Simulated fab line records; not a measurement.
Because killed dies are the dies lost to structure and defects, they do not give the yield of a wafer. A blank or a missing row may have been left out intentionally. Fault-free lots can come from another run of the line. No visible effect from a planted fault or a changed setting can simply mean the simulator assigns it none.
Which tool did it? || flow sky130 || 72 wafers from 24 lots sampled at 5 of the route's 708 steps

## WHAT EACH GAUGE READ, for each wafer
SKY_VIA3_THK_MEAS_23: measures by xrf. Usual: for VIA3_W_THK the level is 367 nm and the standard deviation is 5.1.
{"lot": "L074", "measured": "day 39 01:19", "on": "film-metro-03", "VIA3_W_THK (nm)": "379 375 377", "flag": ""}
{"lot": "L075", "measured": "day 39 07:37", "on": "film-metro-03", "VIA3_W_THK (nm)": "374 372 375", "flag": ""}
{"lot": "L076", "measured": "day 39 22:46", "on": "film-metro-01", "VIA3_W_THK (nm)": "353 355 359", "flag": ""}
{"lot": "L077", "measured": "day 40 13:13", "on": "film-metro-02", "VIA3_W_THK (nm)": "367 368 366", "flag": ""}
{"lot": "L078", "measured": "day 40 21:14", "on": "film-metro-03", "VIA3_W_THK (nm)": "370 367 372", "flag": ""}
{"lot": "L079", "measured": "day 40 21:56", "on": "film-metro-02", "VIA3_W_THK (nm)": "368 366 364", "flag": ""}
{"lot": "L080", "measured": "day 41 12:08", "on": "film-metro-03", "VIA3_W_THK (nm)": "375 374 376", "flag": ""}
{"lot": "L081", "measured": "day 41 16:39", "on": "film-metro-02", "VIA3_W_THK (nm)": "373 366 370", "flag": ""}
{"lot": "L082", "measured": "day 41 22:54", "on": "film-metro-01", "VIA3_W_THK (nm)": "372 361 370", "flag": ""}
{"lot": "L083", "measured": "day 42 04:37", "on": "film-metro-01", "VIA3_W_THK (nm)": "359 364 366", "flag": ""}
{"lot": "L084", "measured": "day 42 13:01", "on": "film-metro-01", "VIA3_W_THK (nm)": "364 369 365", "flag": ""}
{"lot": "L086", "measured": "day 42 17:20", "on": "film-metro-03", "VIA3_W_THK (nm)": "364 370 366", "flag": ""}
{"lot": "L085", "measured": "day 42 20:56", "on": "film-metro-03", "VIA3_W_THK (nm)": "367 364 360", "flag": ""}
{"lot": "L087", "measured": "day 43 07:16", "on": "film-metro-02", "VIA3_W_THK (nm)": "362 361 362", "flag": ""}
{"lot": "L088", "measured": "day 43 08:52", "on": "film-metro-01", "VIA3_W_THK (nm)": "362 355 363", "flag": ""}
{"lot": "L089", "measured": "day 43 18:24", "on": "film-metro-03", "VIA3_W_THK (nm)": "368 368 366", "flag": ""}
{"lot": "L090", "measured": "day 44 04:10", "on": "film-metro-01", "VIA3_W_THK (nm)": "370 375 370", "flag": ""}
{"lot": "L091", "measured": "day 44 06:22", "on": "film-metro-03", "VIA3_W_THK (nm)": "377 373 375", "flag": ""}
{"lot": "L093", "measured": "day 46 00:59", "on": "film-metro-03", "VIA3_W_THK (nm)": "368 363 365", "flag": ""}
{"lot": "L094", "measured": "day 46 00:24", "on": "film-metro-03", "VIA3_W_THK (nm)": "373 367 364", "flag": ""}
{"lot": "L092", "measured": "day 46 02:21", "on": "film-metro-02", "VIA3_W_THK (nm)": "362 365 365", "flag": ""}
{"lot": "L095", "measured": "day 46 02:04", "on": "film-metro-01", "VIA3_W_THK (nm)": "371 372 365", "flag": ""}
{"lot": "L096", "measured": "day 46 04:43", "on": "film-metro-01", "VIA3_W_THK (nm)": "368 367 370", "flag": ""}
{"lot": "L097", "measured": "day 46 06:02", "on": "film-metro-01", "VIA3_W_THK (nm)": "372 365 367", "flag": ""}

SKY_CAP2M_RS_MEAS_03: uses a four-point probe to measure. Usual: for CAP2M_TIN_RS the level is 6.91 ohm/sq and the standard deviation is 0.067.
{"lot": "L074", "measured": "day 39 02:13", "on": "film-metro-04", "CAP2M_TIN_RS (ohm/sq)": "6.95 6.97 6.92", "flag": ""}
{"lot": "L075", "measured": "day 39 08:20", "on": "film-metro-04", "CAP2M_TIN_RS (ohm/sq)": "6.93 6.93 6.91", "flag": ""}
{"lot": "L076", "measured": "day 39 23:29", "on": "film-metro-02", "CAP2M_TIN_RS (ohm/sq)": "6.97 6.96 6.98", "flag": ""}
{"lot": "L077", "measured": "day 40 14:07", "on": "film-metro-03", "CAP2M_TIN_RS (ohm/sq)": "6.89 6.85 6.88", "flag": ""}
{"lot": "L078", "measured": "day 40 21:57", "on": "film-metro-04", "CAP2M_TIN_RS (ohm/sq)": "6.91 6.89 6.92", "flag": ""}
{"lot": "L079", "measured": "day 40 22:38", "on": "film-metro-04", "CAP2M_TIN_RS (ohm/sq)": "6.96 6.95 6.89", "flag": ""}
{"lot": "L080", "measured": "day 41 12:51", "on": "film-metro-02", "CAP2M_TIN_RS (ohm/sq)": "6.87 6.84 6.82", "flag": ""}
{"lot": "L081", "measured": "day 41 17:26", "on": "film-metro-02", "CAP2M_TIN_RS (ohm/sq)": "6.87 6.81 6.86", "flag": ""}
{"lot": "L082", "measured": "day 41 23:37", "on": "film-metro-04", "CAP2M_TIN_RS (ohm/sq)": "6.86 6.91 6.82", "flag": ""}
{"lot": "L083", "measured": "day 42 05:20", "on": "film-metro-04", "CAP2M_TIN_RS (ohm/sq)": "6.90 6.86 6.94", "flag": ""}
{"lot": "L084", "measured": "day 42 13:43", "on": "film-metro-03", "CAP2M_TIN_RS (ohm/sq)": "6.99 6.89 6.93", "flag": ""}
{"lot": "L086", "measured": "day 42 18:02", "on": "film-metro-02", "CAP2M_TIN_RS (ohm/sq)": "6.82 6.88 6.86", "flag": ""}
{"lot": "L085", "measured": "day 43 01:39", "on": "film-metro-03", "CAP2M_TIN_RS (ohm/sq)": "6.96 6.88 6.91", "flag": ""}
{"lot": "L087", "measured": "day 43 07:59", "on": "film-metro-03", "CAP2M_TIN_RS (ohm/sq)": "6.86 6.88 6.87", "flag": ""}
{"lot": "L088", "measured": "day 43 09:53", "on": "film-metro-03", "CAP2M_TIN_RS (ohm/sq)": "6.97 7.03 6.98", "flag": ""}
{"lot": "L089", "measured": "day 43 19:07", "on": "film-metro-02", "CAP2M_TIN_RS (ohm/sq)": "6.95 6.97 6.90", "flag": ""}
{"lot": "L090", "measured": "day 44 04:54", "on": "film-metro-03", "CAP2M_TIN_RS (ohm/sq)": "6.94 6.99 6.97", "flag": ""}
{"lot": "L091", "measured": "day 44 07:05", "on": "film-metro-03", "CAP2M_TIN_RS (ohm/sq)": "6.87 6.84 6.96", "flag": ""}
{"lot": "L093", "measured": "day 46 01:43", "on": "film-metro-04", "CAP2M_TIN_RS (ohm/sq)": "6.84 6.82 6.83", "flag": ""}
{"lot": "L094", "measured": "day 46 01:07", "on": "film-metro-02", "CAP2M_TIN_RS (ohm/sq)": "7.09 7.11 7.07", "flag": ""}
{"lot": "L092", "measured": "day 46 03:04", "on": "film-metro-04", "CAP2M_TIN_RS (ohm/sq)": "6.81 6.77 6.79", "flag": ""}
{"lot": "L095", "measured": "day 46 02:47", "on": "film-metro-02", "CAP2M_TIN_RS (ohm/sq)": "6.99 6.97 6.94", "flag": ""}
{"lot": "L096", "measured": "day 46 05:28", "on": "film-metro-03", "CAP2M_TIN_RS (ohm/sq)": "6.88 6.89 6.87", "flag": ""}
{"lot": "L097", "measured": "day 46 06:47", "on": "film-metro-04", "CAP2M_TIN_RS (ohm/sq)": "6.95 6.88 6.82", "flag": ""}

## TOOL THAT RAN EACH LOT (tool first, then ch and the chambers of the sampled wafers, then the start)
{"lot": "L074", "SKY_CAPM_SPUTTER_02": "pvd-sputter-02, day 35 16:35", "SKY_VIA3_CMP_02": "cmp-01 ch 0,2,3, day 37 22:05", "SKY_VIA3_CVD_21": "cvd-w-01 ch 0,1, day 39 01:04"}
{"lot": "L075", "SKY_CAPM_SPUTTER_02": "pvd-sputter-01, day 35 23:30", "SKY_VIA3_CMP_02": "cmp-01 ch 2,3, day 38 04:51", "SKY_VIA3_CVD_21": "cvd-w-02 ch 0,1, day 39 07:22"}
{"lot": "L076", "SKY_CAPM_SPUTTER_02": "pvd-sputter-02, day 36 16:35", "SKY_VIA3_CMP_02": "cmp-02 ch 1,3, day 38 20:50", "SKY_VIA3_CVD_21": "cvd-w-01 ch 0,1, day 39 22:32"}
{"lot": "L077", "SKY_CAPM_SPUTTER_02": "pvd-sputter-01, day 37 05:43", "SKY_VIA3_CMP_02": "cmp-02 ch 0,2, day 39 10:59", "SKY_VIA3_CVD_21": "cvd-w-02 ch 0,1, day 40 12:58"}
{"lot": "L078", "SKY_CAPM_SPUTTER_02": "pvd-sputter-04, day 37 15:32", "SKY_VIA3_CMP_02": "cmp-02 ch 2,3, day 39 19:41", "SKY_VIA3_CVD_21": "cvd-w-02 ch 0,1, day 40 21:00"}
{"lot": "L079", "SKY_CAPM_SPUTTER_02": "pvd-sputter-02, day 37 15:47", "SKY_VIA3_CMP_02": "cmp-02 ch 0,1,3, day 39 20:04", "SKY_VIA3_CVD_21": "cvd-w-02 ch 0,1, day 40 21:41"}
{"lot": "L080", "SKY_CAPM_SPUTTER_02": "pvd-sputter-04, day 38 07:37", "SKY_VIA3_CMP_02": "cmp-01 ch 1,2,3, day 40 10:27", "SKY_VIA3_CVD_21": "cvd-w-02 ch 0,1, day 41 11:54"}
{"lot": "L081", "SKY_CAPM_SPUTTER_02": "pvd-sputter-01, day 38 13:37", "SKY_VIA3_CMP_02": "cmp-02 ch 1,2,3, day 40 16:04", "SKY_VIA3_CVD_21": "cvd-w-02 ch 0,1, day 41 16:25"}
{"lot": "L082", "SKY_CAPM_SPUTTER_02": "pvd-sputter-02, day 38 18:28", "SKY_VIA3_CMP_02": "cmp-02 ch 0,2,3, day 40 22:17", "SKY_VIA3_CVD_21": "cvd-w-01 ch 0,1, day 41 22:40"}
{"lot": "L083", "SKY_CAPM_SPUTTER_02": "pvd-sputter-01, day 39 00:09", "SKY_VIA3_CMP_02": "cmp-02 ch 0,2,3, day 41 03:53", "SKY_VIA3_CVD_21": "cvd-w-01 ch 0,1, day 42 04:23"}
{"lot": "L084", "SKY_CAPM_SPUTTER_02": "pvd-sputter-02, day 39 10:27", "SKY_VIA3_CMP_02": "cmp-02 ch 0,1,3, day 41 12:28", "SKY_VIA3_CVD_21": "cvd-w-02 ch 0,1, day 42 12:46"}
{"lot": "L086", "SKY_CAPM_SPUTTER_02": "pvd-sputter-01, day 39 14:50", "SKY_VIA3_CMP_02": "cmp-02 ch 0,3, day 41 16:29", "SKY_VIA3_CVD_21": "cvd-w-01 ch 0,1, day 42 17:05"}
{"lot": "L085", "SKY_CAPM_SPUTTER_02": "pvd-sputter-02, day 39 16:31", "SKY_VIA3_CMP_02": "cmp-01 ch 0,1,3, day 41 19:23", "SKY_VIA3_CVD_21": "cvd-w-01 ch 0,1, day 42 20:41"}
{"lot": "L087", "SKY_CAPM_SPUTTER_02": "pvd-sputter-04, day 40 05:20", "SKY_VIA3_CMP_02": "cmp-02 ch 1,2,3, day 42 06:47", "SKY_VIA3_CVD_21": "cvd-w-01 ch 0,1, day 43 07:02"}
{"lot": "L088", "SKY_CAPM_SPUTTER_02": "pvd-sputter-02, day 40 06:52", "SKY_VIA3_CMP_02": "cmp-02 ch 1,2,3, day 42 08:29", "SKY_VIA3_CVD_21": "cvd-w-01 ch 0,1, day 43 08:37"}
{"lot": "L089", "SKY_CAPM_SPUTTER_02": "pvd-sputter-02, day 40 17:37", "SKY_VIA3_CMP_02": "cmp-02 ch 0,1, day 42 18:47", "SKY_VIA3_CVD_21": "cvd-w-01 ch 0,1, day 43 18:09"}
{"lot": "L090", "SKY_CAPM_SPUTTER_02": "pvd-sputter-01, day 41 04:01", "SKY_VIA3_CMP_02": "cmp-02 ch 2,3, day 43 04:38", "SKY_VIA3_CVD_21": "cvd-w-01 ch 0,1, day 44 03:57"}
{"lot": "L091", "SKY_CAPM_SPUTTER_02": "pvd-sputter-02, day 41 05:46", "SKY_VIA3_CMP_02": "cmp-02 ch 0,1,2, day 43 06:40", "SKY_VIA3_CVD_21": "cvd-w-01 ch 0,1, day 44 06:09"}
{"lot": "L093", "SKY_CAPM_SPUTTER_02": "pvd-sputter-02, day 43 04:29", "SKY_VIA3_CMP_02": "cmp-01 ch 1,2,3, day 45 02:11", "SKY_VIA3_CVD_21": "cvd-w-01 ch 0,1, day 46 00:44"}
{"lot": "L094", "SKY_CAPM_SPUTTER_02": "pvd-sputter-01, day 43 04:47", "SKY_VIA3_CMP_02": "cmp-02 ch 0,2,3, day 45 01:56", "SKY_VIA3_CVD_21": "cvd-w-01 ch 0,1, day 46 00:10"}
{"lot": "L092", "SKY_CAPM_SPUTTER_02": "pvd-sputter-02, day 43 04:49", "SKY_VIA3_CMP_02": "cmp-01 ch 0,1, day 45 03:53", "SKY_VIA3_CVD_21": "cvd-w-01 ch 0,1, day 46 02:06"}
{"lot": "L095", "SKY_CAPM_SPUTTER_02": "pvd-sputter-01, day 43 05:05", "SKY_VIA3_CMP_02": "cmp-02 ch 0,3, day 45 03:52", "SKY_VIA3_CVD_21": "cvd-w-01 ch 0,1, day 46 01:49"}
{"lot": "L096", "SKY_CAPM_SPUTTER_02": "pvd-sputter-02, day 43 07:30", "SKY_VIA3_CMP_02": "cmp-02 ch 0,2, day 45 06:20", "SKY_VIA3_CVD_21": "cvd-w-01 ch 0,1, day 46 04:28"}
{"lot": "L097", "SKY_CAPM_SPUTTER_02": "pvd-sputter-02, day 43 10:46", "SKY_VIA3_CMP_02": "cmp-01 ch 0,1, day 45 07:47", "SKY_VIA3_CVD_21": "cvd-w-01 ch 0,1, day 46 05:48"}
- SKY_CAPM_SPUTTER_02: material TiN, target thk 200 nm, time 166.7 s.
- SKY_VIA3_CMP_02: polishes SiO2.
- SKY_VIA3_CVD_21: deposits W, target thk 390 nm, time 117.31 s.

## AS READ BY THE TOOLS THEMSELVES (means over the sampled wafers that have a number; for cases with no such wafer, the mark the record gives instead)
SKY_CAPM_SPUTTER_02. Usual: 30.3 % for throttle-valve-pct, sd 1.2.
{"lot": "L074", "tool": "pvd-sputter-02", "throttle-valve-pct (%)": 30.8, "flag": ""}
{"lot": "L075", "tool": "pvd-sputter-01", "throttle-valve-pct (%)": 30.7, "flag": ""}
{"lot": "L076", "tool": "pvd-sputter-02", "throttle-valve-pct (%)": 30.9, "flag": ""}
{"lot": "L077", "tool": "pvd-sputter-01", "throttle-valve-pct (%)": 30.2, "flag": ""}
{"lot": "L078", "tool": "pvd-sputter-04", "throttle-valve-pct (%)": 29.5, "flag": ""}
{"lot": "L079", "tool": "pvd-sputter-02", "throttle-valve-pct (%)": 29.5, "flag": ""}
{"lot": "L080", "tool": "pvd-sputter-04", "throttle-valve-pct (%)": 29.5, "flag": ""}
{"lot": "L081", "tool": "pvd-sputter-01", "throttle-valve-pct (%)": 30.1, "flag": ""}
{"lot": "L082", "tool": "pvd-sputter-02", "throttle-valve-pct (%)": 30.6, "flag": ""}
{"lot": "L083", "tool": "pvd-sputter-01", "throttle-valve-pct (%)": 30.6, "flag": ""}
{"lot": "L084", "tool": "pvd-sputter-02", "throttle-valve-pct (%)": 30.2, "flag": ""}
{"lot": "L086", "tool": "pvd-sputter-01", "throttle-valve-pct (%)": 30.3, "flag": ""}
{"lot": "L085", "tool": "pvd-sputter-02", "throttle-valve-pct (%)": 30.5, "flag": ""}
{"lot": "L087", "tool": "pvd-sputter-04", "throttle-valve-pct (%)": 30.6, "flag": ""}
{"lot": "L088", "tool": "pvd-sputter-02", "throttle-valve-pct (%)": 30.3, "flag": ""}
{"lot": "L089", "tool": "pvd-sputter-02", "throttle-valve-pct (%)": 30.6, "flag": ""}
{"lot": "L090", "tool": "pvd-sputter-01", "throttle-valve-pct (%)": 30.7, "flag": ""}
{"lot": "L091", "tool": "pvd-sputter-02", "throttle-valve-pct (%)": 30.2, "flag": ""}
{"lot": "L093", "tool": "pvd-sputter-02", "throttle-valve-pct (%)": 30.4, "flag": ""}
{"lot": "L094", "tool": "pvd-sputter-01", "throttle-valve-pct (%)": 30.6, "flag": ""}
{"lot": "L092", "tool": "pvd-sputter-02", "throttle-valve-pct (%)": 31.4, "flag": ""}
{"lot": "L095", "tool": "pvd-sputter-01", "throttle-valve-pct (%)": 30.7, "flag": ""}
{"lot": "L096", "tool": "pvd-sputter-02", "throttle-valve-pct (%)": 29.9, "flag": ""}
{"lot": "L097", "tool": "pvd-sputter-02", "throttle-valve-pct (%)": 31.9, "flag": ""}

SKY_VIA3_CMP_02. Usual: motor-current-A 11.8 A, standard deviation 1.1; slurry-flow-ml-min 149.9, standard deviation 0.43.
{"lot": "L074", "tool": "cmp-01", "motor-current-A (A)": 11.1, "slurry-flow-ml-min": 149.8, "flag": ""}
{"lot": "L075", "tool": "cmp-01", "motor-current-A (A)": 11.7, "slurry-flow-ml-min": 150.4, "flag": ""}
{"lot": "L076", "tool": "cmp-02", "motor-current-A (A)": 12.7, "slurry-flow-ml-min": 150.1, "flag": ""}
{"lot": "L077", "tool": "cmp-02", "motor-current-A (A)": 11.9, "slurry-flow-ml-min": 150.1, "flag": ""}
{"lot": "L078", "tool": "cmp-02", "motor-current-A (A)": 12.5, "slurry-flow-ml-min": 149.7, "flag": ""}
{"lot": "L079", "tool": "cmp-02", "motor-current-A (A)": 12.0, "slurry-flow-ml-min": 149.6, "flag": ""}
{"lot": "L080", "tool": "cmp-01", "motor-current-A (A)": 10.9, "slurry-flow-ml-min": 149.7, "flag": ""}
{"lot": "L081", "tool": "cmp-02", "motor-current-A (A)": 12.1, "slurry-flow-ml-min": 150.1, "flag": ""}
{"lot": "L082", "tool": "cmp-02", "motor-current-A (A)": 12.4, "slurry-flow-ml-min": 149.7, "flag": ""}
{"lot": "L083", "tool": "cmp-02", "motor-current-A (A)": 12.4, "slurry-flow-ml-min": 150.2, "flag": ""}
{"lot": "L084", "tool": "cmp-02", "motor-current-A (A)": 12.2, "slurry-flow-ml-min": 149.7, "flag": ""}
{"lot": "L086", "tool": "cmp-02", "motor-current-A (A)": 13.4, "slurry-flow-ml-min": 150.2, "flag": ""}
{"lot": "L085", "tool": "cmp-01", "motor-current-A (A)": 10.7, "slurry-flow-ml-min": 149.9, "flag": ""}
{"lot": "L087", "tool": "cmp-02", "motor-current-A (A)": 11.8, "slurry-flow-ml-min": 149.8, "flag": ""}
{"lot": "L088", "tool": "cmp-02", "motor-current-A (A)": 11.8, "slurry-flow-ml-min": 149.9, "flag": ""}
{"lot": "L089", "tool": "cmp-02", "motor-current-A (A)": 11.9, "slurry-flow-ml-min": 149.9, "flag": ""}
{"lot": "L090", "tool": "cmp-02", "motor-current-A (A)": 12.7, "slurry-flow-ml-min": 149.7, "flag": ""}
{"lot": "L091", "tool": "cmp-02", "motor-current-A (A)": 11.5, "slurry-flow-ml-min": 150.2, "flag": ""}
{"lot": "L093", "tool": "cmp-01", "motor-current-A (A)": 11.0, "slurry-flow-ml-min": 150.0, "flag": ""}
{"lot": "L094", "tool": "cmp-02", "motor-current-A (A)": 12.6, "slurry-flow-ml-min": 149.6, "flag": ""}
{"lot": "L092", "tool": "cmp-01", "motor-current-A (A)": 10.4, "slurry-flow-ml-min": 150.2, "flag": ""}
{"lot": "L095", "tool": "cmp-02", "motor-current-A (A)": 13.0, "slurry-flow-ml-min": 149.7, "flag": ""}
{"lot": "L096", "tool": "cmp-02", "motor-current-A (A)": 11.8, "slurry-flow-ml-min": 150.1, "flag": ""}
{"lot": "L097", "tool": "cmp-01", "motor-current-A (A)": 10.3, "slurry-flow-ml-min": 150.4, "flag": ""}

SKY_VIA3_CVD_21. Usual: 806 W for heater-power-w, sd 73.
{"lot": "L074", "tool": "cvd-w-01", "heater-power-w (W)": 780, "flag": ""}
{"lot": "L075", "tool": "cvd-w-02", "heater-power-w (W)": 768, "flag": ""}
{"lot": "L076", "tool": "cvd-w-01", "heater-power-w (W)": 787, "flag": ""}
{"lot": "L077", "tool": "cvd-w-02", "heater-power-w (W)": 773, "flag": ""}
{"lot": "L078", "tool": "cvd-w-02", "heater-power-w (W)": 786, "flag": ""}
{"lot": "L079", "tool": "cvd-w-02", "heater-power-w (W)": 783, "flag": ""}
{"lot": "L080", "tool": "cvd-w-02", "heater-power-w (W)": 769, "flag": ""}
{"lot": "L081", "tool": "cvd-w-02", "heater-power-w (W)": 771, "flag": ""}
{"lot": "L082", "tool": "cvd-w-01", "heater-power-w (W)": 843, "flag": ""}
{"lot": "L083", "tool": "cvd-w-01", "heater-power-w (W)": 776, "flag": ""}
{"lot": "L084", "tool": "cvd-w-02", "heater-power-w (W)": 788, "flag": ""}
{"lot": "L086", "tool": "cvd-w-01", "heater-power-w (W)": 791, "flag": ""}
{"lot": "L085", "tool": "cvd-w-01", "heater-power-w (W)": 827, "flag": ""}
{"lot": "L087", "tool": "cvd-w-01", "heater-power-w (W)": 845, "flag": ""}
{"lot": "L088", "tool": "cvd-w-01", "heater-power-w (W)": 787, "flag": ""}
{"lot": "L089", "tool": "cvd-w-01", "heater-power-w (W)": 789, "flag": ""}
{"lot": "L090", "tool": "cvd-w-01", "heater-power-w (W)": 845, "flag": ""}
{"lot": "L091", "tool": "cvd-w-01", "heater-power-w (W)": 790, "flag": ""}
{"lot": "L093", "tool": "cvd-w-01", "heater-power-w (W)": 796, "flag": ""}
{"lot": "L094", "tool": "cvd-w-01", "heater-power-w (W)": 848, "flag": ""}
{"lot": "L092", "tool": "cvd-w-01", "heater-power-w (W)": 796, "flag": ""}
{"lot": "L095", "tool": "cvd-w-01", "heater-power-w (W)": 845, "flag": ""}
{"lot": "L096", "tool": "cvd-w-01", "heater-power-w (W)": 784, "flag": ""}
{"lot": "L097", "tool": "cvd-w-01", "heater-power-w (W)": 853, "flag": ""}

## THE ANSWER, worked out from the rows above alone
Rule: lot off if the mean of its wafers having a number is beyond 3 standard deviations from the usual mean. Also off: a lot with no number at a reading for which 4 or more lots have one. All remaining lots with rows at the step are treated as sound. Order of review: gauges by route order, followed by the tools' own readings, for which a lot's mean as printed above is used. The first step at which some lot is off is used, and at that step the reading that is off furthest; a lot without a number counts as furthest.
Nothing can be told from this: no lot is off at any reading shown.

## WHAT THE SIMULATOR HAD INSERTED
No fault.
